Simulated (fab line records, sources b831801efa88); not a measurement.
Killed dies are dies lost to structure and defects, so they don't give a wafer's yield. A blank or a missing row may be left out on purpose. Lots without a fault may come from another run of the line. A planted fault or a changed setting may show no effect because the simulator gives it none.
Chamber matching | flow sky130 | SKY_LI_CONTACT_CMP_24 on cmp-02: 4 sister chambers
The step polishes, stops on PSG, t overpolish 20 s, target thk 0 nm. 4 wafers are shown with their chamber, then 9 later ones without.

WAFERS WITH THEIR CHAMBER
wafer  | chamber | motor_current_A (A)
L224.6 | 3       | 11.1
L226.1 | 1       | 10.8
L226.2 | 2       | 11.2
L226.5 | 0       | 10.3

WAFERS WITHOUT THEIR CHAMBER
wafer  | motor_current_A (A)
L228.1 | 11.5
L228.4 | 10.2
L228.5 | 10.0
L230.1 | 11.4
L230.4 | 11.9
L230.5 | 10.2
L229.2 | 11.5
L229.3 | 10.8
L229.4 | 10.9

WHICH CHAMBER EACH WENT THROUGH
wafer  | from the rows above               | in truth
L228.1 | can't be placed: 2 or 3 or 1      | 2
L228.4 | can't be placed: 0 or 1           | 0
L228.5 | can't be placed: 0 or 1           | 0
L230.1 | can't be placed: 2 or 3 or 1      | 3
L230.4 | can't be placed: 2 or 3 or 1      | 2
L230.5 | can't be placed: 0 or 1           | 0
L229.2 | can't be placed: 2 or 3 or 1      | 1
L229.3 | can't be placed: 1 or 3 or 2 or 0 | 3
L229.4 | can't be placed: 1 or 3 or 2 or 0 | 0
Placed correctly: 0 of 9. Can't be placed from these rows: 9 (the true chamber is among the candidates in 9). Placed wrongly: 0.
How it was worked out, from the rows above alone: a wafer's distance from a chamber is the root of the sum, over the readings, of the square of ((its reading less the chamber's mean) divided by the reading's scatter). The wafer belongs to the nearest chamber; if the next one is less than 2 further off, it can't be placed. A chamber's mean is the mean of its shown wafers. The scatter: with one shown wafer a chamber, the root of the mean of the squares of how far each hidden wafer lies from its nearest shown one.
